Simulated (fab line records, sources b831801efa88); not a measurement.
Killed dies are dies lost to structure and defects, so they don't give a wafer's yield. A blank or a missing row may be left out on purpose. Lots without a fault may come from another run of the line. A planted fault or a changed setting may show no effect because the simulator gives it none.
Which tool did it? | flow sky130 | 12 lots, 36 wafers sampled, at 5 steps of a route of 708

WHAT THE GAUGES READ, wafer by wafer
SKY_CAP2M_THK_MEAS_01.
lot  | measured     | on            | CAP2M_CVD_00_THK (nm)
L075 | day 40 00:57 | film_metro-04 | 15.57 15.16 15.49
L077 | day 40 12:32 | film_metro-03 | 15.21 15.31 15.41
L079 | day 41 04:41 | film_metro-02 | 15.07 14.96 15.25
L081 | day 42 00:41 | film_metro-03 | 15.19 15.17 15.54
L084 | day 42 18:48 | film_metro-03 | 15.45 15.05 15.43
L086 | day 43 19:29 | film_metro-04 | 15.27 15.50 15.41
L088 | day 44 12:15 | film_metro-03 | 15.21 15.39 15.45
L089 | day 44 16:09 | film_metro-03 | 15.06 15.52 15.38
L091 | day 45 02:44 | film_metro-02 | 15.10 15.24 15.32
L093 | day 45 09:51 | film_metro-04 | 15.11 15.19 15.15
L095 | day 45 13:11 | film_metro-02 | 15.45 15.56 15.64
L097 | day 46 11:25 | film_metro-04 | 15.29 15.70 15.26

WHICH TOOL RAN EACH LOT (tool, then ch and the chambers of the sampled wafers, then the start)
lot  | SKY_METAL3_DESCUM_15              | SKY_METAL3_ETCH_16                | SKY_VIA3_CVD_21               | SKY_METAL4_SPUTTER_04
L075 | rie_metal-04 ch 1, day 38 20:04   | rie_metal-04 ch 1, day 38 20:08   | cvd_w-02 ch 0,1, day 40 00:10 | pvd_sputter-03, day 40 00:52
L077 | rie_metal-03 ch 0,1, day 39 08:00 | rie_metal-03 ch 0,1, day 39 08:02 | cvd_w-02 ch 0,1, day 40 11:46 | pvd_sputter-02, day 40 12:28
L079 | rie_metal-01 ch 0,1, day 40 00:00 | rie_metal-01 ch 0,1, day 40 00:02 | cvd_w-01 ch 0,1, day 41 03:54 | pvd_sputter-03, day 41 04:37
L081 | rie_metal-04 ch 0,1, day 40 21:21 | rie_metal-04 ch 0,1, day 40 21:23 | cvd_w-01 ch 0,1, day 41 23:53 | pvd_sputter-01, day 42 00:37
L084 | rie_metal-03 ch 0,1, day 41 16:14 | rie_metal-03 ch 0,1, day 41 16:18 | cvd_w-01 ch 0,1, day 42 18:02 | pvd_sputter-03, day 42 18:42
L086 | rie_metal-01 ch 0,1, day 42 17:18 | rie_metal-01 ch 0,1, day 42 17:20 | cvd_w-02 ch 0,1, day 43 18:34 | pvd_sputter-03, day 43 19:24
L088 | rie_metal-01 ch 0,1, day 43 10:48 | rie_metal-01 ch 0,1, day 43 10:50 | cvd_w-02 ch 0,1, day 44 11:28 | pvd_sputter-02, day 44 12:10
L089 | rie_metal-04 ch 0,1, day 43 13:51 | rie_metal-04 ch 0,1, day 43 13:53 | cvd_w-02 ch 0,1, day 44 15:13 | pvd_sputter-03, day 44 16:05
L091 | rie_metal-03 ch 1, day 44 00:12   | rie_metal-03 ch 1, day 44 00:14   | cvd_w-02 ch 0,1, day 45 01:36 | pvd_sputter-02, day 45 02:40
L093 | rie_metal-03 ch 0,1, day 44 08:24 | rie_metal-03 ch 0,1, day 44 08:26 | cvd_w-02 ch 1, day 45 08:47   | pvd_sputter-01, day 45 09:46
L095 | rie_metal-01 ch 1, day 44 12:04   | rie_metal-01 ch 1, day 44 12:08   | cvd_w-02 ch 0,1, day 45 12:23 | pvd_sputter-02, day 45 13:06
L097 | rie_metal-01 ch 0,1, day 45 04:37 | rie_metal-01 ch 0,1, day 45 04:40 | cvd_w-02 ch 0,1, day 46 10:39 | pvd_sputter-01, day 46 11:19
- SKY_METAL3_DESCUM_15: chemistry O2, time 8 s.
- SKY_METAL3_ETCH_16: etches BARC in N2/H2, stops on SiO2, time 88.2 s, target depth 60 nm.
- SKY_VIA3_CVD_21: deposits W, target thk 390 nm, time 117.31 s.
- SKY_METAL4_SPUTTER_04: material TiN, target thk 70 nm, time 58.3 s.

THE ANSWER, worked out from the rows above alone
Rule: what is usual is taken from the lots themselves. Put in order of their means at a reading, lots are off if they are a third of the lots or fewer, leave a main group of 4 or more, and stand apart from it by a gap of 3 or more times the standard deviation of the main group's means; of several such gaps the widest counts. A main group whose means are all the same, to the digits that the tables above print for the reading, isn't used. A lot without any number at a reading at which 4 lots or more have one is off too. The other lots that the step has rows for count as sound.
No lot is off at any reading shown: from this, nothing can be told.

WHAT THE SIMULATOR HAD PUT IN
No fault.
